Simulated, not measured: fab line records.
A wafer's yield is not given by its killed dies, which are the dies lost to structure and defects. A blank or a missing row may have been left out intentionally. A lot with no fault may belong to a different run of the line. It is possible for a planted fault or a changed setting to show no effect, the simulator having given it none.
2 desks, one fault	flow sky130	each desk has only its own numbers; what lay behind them comes last

## AT THE TOOL OWNER'S DESK: cvd-w-01
The tool's own readings at SKY_LI_CONTACT_CVD_21 (deposits W, target thk 400 nm, time 120.56 s): means of the sampled wafers that have a number, for each lot that ran on this tool. Any lot whose mean is over 4 standard deviations away from the usual mean is out of limits and marked OUT; that distance is given in the brackets.
Columns: A = heater-power-w at SKY_LI_CONTACT_CVD_21, usual 839 W
lot	first seen here	A
L129	day 28 22:17	795
L130	day 29 08:14	784
L135	day 31 08:49	783
L137	day 32 02:56	793
L139	day 32 14:08	788
L148	day 35 12:37	762
L152	day 36 17:02	796
Result from this desk: across the 7 lots, nothing is out of limits.

## AT THE METROLOGY DESK
What the gauges read for every lot (on any tool): the sampled wafers with a number, averaged. Any lot whose mean is over 4 standard deviations away from the usual mean is out of limits and marked OUT; that distance is given in the brackets.
Columns: A = SD_P_TW at SKY_SD_P_TW_MEAS_11, usual 2844; B = LI_CONTACT_W_RS at SKY_LI_CONTACT_RS_MEAS_22, usual 0.286 ohm/sq; C = LI_CONTACT_W_THK at SKY_LI_CONTACT_THK_MEAS_23, usual 407 nm
lot	first seen here	A	B	C
L129	day 25 06:00	2829	0.284	415
L130	day 25 15:27	2846	0.287	397
L135	day 27 18:06	2864	0.288	398
L137	day 28 13:23	2829	0.240 (-11) OUT	497 (+13) OUT
L139	day 29 01:18	2855	0.238 (-12) OUT	504 (+14) OUT
L141	day 29 20:14	2839	0.288	406
L148	day 32 02:27	2852	0.292	401
L149	day 32 08:35	2837	0.289	412
L150	day 32 17:53	2855	0.290	398
L151	day 33 01:45	2841	0.285	414
L152	day 33 09:10	2859	0.285	405
Finding of this desk: L137, L139 out of limits, first seen on L137 at day 32 03:04 (LI_CONTACT_W_RS at SKY_LI_CONTACT_RS_MEAS_22). L129, L130, L135, L141, L148, L149, L150, L151, L152 stayed within limits.

## ALL TOGETHER
L137, L139 would have let the metrology desk raise an alarm at day 32 03:04.
The desk of the tool owner found nothing out of limits.
The tool owner's desk has L137, L139 on record, within its limits.
Every lot named ran SKY_LI_CONTACT_CVD_21 on cvd-w-01.

## WHAT THE SIMULATOR HAD INSERTED
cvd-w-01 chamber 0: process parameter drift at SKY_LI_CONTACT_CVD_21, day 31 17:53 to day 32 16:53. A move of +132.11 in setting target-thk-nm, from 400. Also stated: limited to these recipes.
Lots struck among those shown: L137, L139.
Hours from the fault's start to each desk's first reading out of limits: the metrology desk, 9.
